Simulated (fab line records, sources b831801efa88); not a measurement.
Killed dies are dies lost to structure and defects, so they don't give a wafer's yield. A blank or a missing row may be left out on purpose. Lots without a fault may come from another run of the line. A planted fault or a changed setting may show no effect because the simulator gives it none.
A struck lot beside a sound one | flow sky130 | 18 steps out of a route of 708
Sound: wafers L633.2, L633.5, L633.6. Struck: wafers L642.4, L642.5, L642.6. The cause comes at the end.
At each step with rows: each side's tool, then ch and its chambers, then its first start. Under that, the readings that differ: sound wafers | struck wafers | difference of the means | sigmas: that difference in standard deviations of wafers without a fault.
alike: readings whose means differ by less than 2 such deviations, and words and numbers that are the same on both sides. not compared: withheld readings, readings that some wafer has no value for, bounds like >300 that may hide the same value, and numbers for which the record gives no deviation and whose values overlap.
The two part at a step that has a row with sigmas, a row that says differs or no value, or rows on one side only. Numbers that don't overlap but have no deviation are shown without sigmas and don't part them. A reading that every wafer of one side lacks parts them only if that side has two wafers or more.

first, 3 steps without rows for these wafers: SKY_LI_CONTACT_EXPOSE_09 (exposes mask LICM1, target cd 170 nm); SKY_LI_CONTACT_PEB_10; SKY_LI_CONTACT_DEVELOP_11 (develop time 60 s).
SKY_LI_CONTACT_CD_MEAS_12: target cd 170 nm.
  sound on cd_sem-01, day 32 12:07; struck on cd_sem-02, day 35 18:23
  alike: cd_nm
SKY_LI_CONTACT_OVL_MEAS_13:
  sound on overlay-02, day 32 12:13; struck on overlay-02, day 35 18:28
  alike: LI_CONTACT_OVL
then, 1 step without rows for these wafers: SKY_LI_CONTACT_ETCH_14 (etches BARC in N2/H2, stops on SiO2, time 45.9 s, target depth 60 nm).
SKY_LI_CONTACT_ETCH_15: etches PSG in C4F8/O2/Ar, stops on Si, target depth 600 nm.
  sound on rie_diel-04 ch 2,3, day 32 12:17; struck on rie_diel-04 ch 0,2,3, day 35 18:31
  alike: oes_product_au
SKY_LI_CONTACT_STRIP_16: strips in O2/N2.
  sound on plasma_asher-03 ch 0,1, day 32 12:23; struck on plasma_asher-04 ch 0,1, day 35 18:38
  alike: drypump_motor_current_A, oes_product_au, strip_time_to_endpoint_s
  not compared: rf_hours_counter_h
then, 2 steps without rows for these wafers: SKY_LI_CONTACT_CLEAN_17 (cleans in NMP, time 600 s); SKY_LI_CONTACT_PRE_CLEAN_18 (time 5.6 s).
SKY_LI_CONTACT_SPUTTER_19: material Ti, target thk 20 nm, time 106.37 s.
  sound on pvd_sputter-04, day 32 12:41; struck on pvd_sputter-03, day 35 18:54
  alike: throttle_valve_pct
SKY_LI_CONTACT_SPUTTER_20: material TiN, target thk 20 nm, time 80 s.
  sound on pvd_sputter-04, day 32 12:46; struck on pvd_sputter-03, day 35 18:59
  alike: throttle_valve_pct
SKY_LI_CONTACT_CVD_21: deposits W, target thk 400 nm, time 120.56 s.
  sound on cvd_w-02 ch 0,1, day 32 12:50; struck on cvd_w-01 ch 0,1, day 35 19:05
  reading                                  | sound             | struck          | difference | sigmas
  heater_power_w (W)                       | 765 753 788       | 869 807 871     | +80        | +2
  model.W_of_LI_CONTACT_CVD_21.thk_nm (nm) | 424.6 422.8 404.7 | 198.3 192 194.9 | -222.3     |
  alike: chamber_pressure_Torr
  not compared: since_wet_clean_h
SKY_LI_CONTACT_RS_MEAS_22: measures by four-point-probe.
  sound on film_metro-02, day 32 12:58; struck on film_metro-03, day 35 19:13
  reading                  | sound             | struck            | difference | sigmas
  LI_CONTACT_W_RS (ohm/sq) | 0.268 0.270 0.281 | 0.577 0.598 0.587 | +0.314     | +51
SKY_LI_CONTACT_THK_MEAS_23: measures by xrf.
  sound on film_metro-02, day 32 13:05; struck on film_metro-03, day 35 19:19
  reading               | sound       | struck      | difference | sigmas
  LI_CONTACT_W_THK (nm) | 410 405 388 | 193 186 190 | -211       | -22
SKY_LI_CONTACT_CMP_24: polishes, stops on PSG, t overpolish 20 s, target thk 0 nm.
  sound on cmp-01 ch 0,1,2, day 32 13:17; struck on cmp-02 ch 0,2,3, day 35 19:26
  reading                | sound      | struck   | difference | sigmas
  time_to_endpoint_s (s) | 107 104 97 | 48 45 45 | -57        | -13
  alike: motor_current_A, retaining_ring_pressure_frac, slurry_flow_ml_min
SKY_LOCAL_INTERCONNECT_SPUTTER_00: material TiN, target thk 100 nm, time 83.3 s.
  sound on pvd_sputter-02, day 32 13:26; struck on pvd_sputter-04, day 35 19:41
  alike: throttle_valve_pct
-- the record jumps here: 15 days lie between the struck wafers' starts before and after (it left off in module LOCAL_INTERCONNECT and takes up again in module PAD_OPEN, whose first step shown is number 708 of the route) --
SKY_PAD_OPEN_PROBE_99:
  sound on prober-01, day 48 15:13; struck on prober-02, day 50 22:13
  reading                                  | sound             | struck               | difference | sigmas
  model.etest.res_poly.width_nm (nm)       | 93.08 91.83 93.99 | 89.28 89.89 91.11    | -2.87      |
  model.etest.res_xhigh_po.width_nm (nm)   | 349.1 347.7 349.5 | 346.1 345.2 347      | -2.7       |
  model.etest.pfet_01v8_hvt.off_log10_a_um | -12.82 -12.79 -13 | -13.16 -13.39 -13.41 | -0.45      |
  alike: killed_at_M0_to_M3, killed_at_M4_up, killed_at_contacts, killed_at_front_end, killed_at_other, killed_dies, killed_open, killed_short
  not compared: model.etest.res_poly.line_ohm_um, model.etest.res_high_po.width_nm, model.etest.ring_1v8.delay_ps

WHERE THEY PART
First at SKY_LI_CONTACT_CVD_21; last, within this record, at SKY_LI_CONTACT_CMP_24. Later steps at which nothing parts them and some readings are alike: SKY_LOCAL_INTERCONNECT_SPUTTER_00, SKY_PAD_OPEN_PROBE_99.

WHY: what the simulator had put in
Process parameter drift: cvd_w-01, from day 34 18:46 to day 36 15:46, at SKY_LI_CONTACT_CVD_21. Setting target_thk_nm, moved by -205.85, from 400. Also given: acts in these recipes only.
